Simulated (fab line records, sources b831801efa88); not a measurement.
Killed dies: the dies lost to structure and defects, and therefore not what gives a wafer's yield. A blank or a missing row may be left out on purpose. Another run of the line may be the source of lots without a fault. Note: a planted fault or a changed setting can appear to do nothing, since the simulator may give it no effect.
Struck lot and sound lot, side by side || flow sky130 || 16 steps out of a route of 708
Sound: wafers L135.1, L135.3, L135.6. Wafers struck: L145.1, L145.4, L145.6. The cause is named last.
Order at every step that has rows: each side's tool, ch and its chambers, its first start. Under that, the readings that differ: sound wafers || struck wafers || difference of the means || sigmas: that difference in standard deviations of wafers without a fault.
alike: words and numbers the same on both sides, and readings whose means are apart by under 2 such deviations; not compared: readings that were withheld, readings missing a value for some wafer, numbers with overlapping values and no deviation given by the record, and bounds like >300 which may hide the same value.
Wherever a step has rows on one side only, a row that says differs or no value, or a row with sigmas, the two part there. Non-overlapping numbers with no deviation appear without sigmas and do not part them. A reading that every wafer of one side lacks parts them only if that side has two wafers or more.

first, 3 steps without rows for these wafers: SKY_METAL4_CLEAN_21 (cleans in IPA, time 180 s); SKY_METAL4_CLEAN_22 (cleans in O3/DIW); SKY_VIA4_HDPCVD_00 (deposits SiO2, target thk 1750 nm, time 291.7 s).
SKY_VIA4_THK_MEAS_01:
  sound on film metro-02 at day 43 06:50; struck on film metro-03 at day 45 00:10
  alike: VIA4_HDPCVD_THK
SKY_VIA4_CMP_02: polishes SiO2.
  sound on cmp-01 ch 1,2,3, day 43 06:53; struck on cmp-02 ch 0,1, day 45 00:25
  alike: motor current A
SKY_VIA4_BOW_MEAS_03:
  sound on film metro-02 at day 43 07:11; struck on film metro-02 at day 45 00:40
{"reading": "VIA4_BOW (um)", "sound": "96 90 84", "struck": "65 68 68", "difference": -23, "sigmas": -3}
then, 6 steps without rows for these wafers: SKY_VIA4_DEHYDRATE_04 (time 60 s); SKY_VIA4_HMDS_05 (prime time 60 s); SKY_VIA4_COAT_06 (resist thk 1140 nm); SKY_VIA4_SOFTBAKE_07 (time 60 s); SKY_VIA4_EXPOSE_08 (exposes mask VIM4, target cd 800 nm); SKY_VIA4_PEB_09.
SKY_VIA4_DEVELOP_10: develop time 60 s.
  sound on litho track-04 ch 0, day 44 04:40; struck on litho track-01 ch 0, day 45 21:02
{"reading": "developer temp C (C)", "sound": "23.12 23.00 22.99", "struck": "25.35 25.24 25.26", "difference": "+2.25", "sigmas": "+23"}
SKY_VIA4_OVL_MEAS_11:
  sound on overlay-01 at day 44 04:49; struck on overlay-02 at day 45 21:11
  alike: VIA4_OVL
SKY_VIA4_ETCH_12: etches SiO2 in C4F8/O2/Ar, stops on TiN, target depth 580 nm.
  sound on rie diel-01 ch 1,2, day 44 04:52; struck on rie diel-02 ch 1,2, day 45 21:13
{"reading": "model.VIA4.cd nm (nm)", "sound": "798.9 802.7 802.7", "struck": "792.9 792.8 793.7", "difference": -8.3, "sigmas": ""}
  alike: bias w, chamber pressure mTorr, oes product au
SKY_VIA4_STRIP_13: strips in O2/N2.
  sound on plasma asher-04 ch 0,1, day 44 04:56; struck on plasma asher-02 ch 0,1, day 45 21:17
  alike: chamber pressure mTorr, drypump motor current A, oes product au, strip time to endpoint s
  not compared: rf hours counter h

== WHERE THEY PART ==
Earliest at SKY_VIA4_BOW_MEAS_03; latest, in this record, at SKY_VIA4_DEVELOP_10. Later steps at which nothing parts them and some readings are alike: SKY_VIA4_OVL_MEAS_11, SKY_VIA4_ETCH_12, SKY_VIA4_STRIP_13.

WHY: what the simulator had put in
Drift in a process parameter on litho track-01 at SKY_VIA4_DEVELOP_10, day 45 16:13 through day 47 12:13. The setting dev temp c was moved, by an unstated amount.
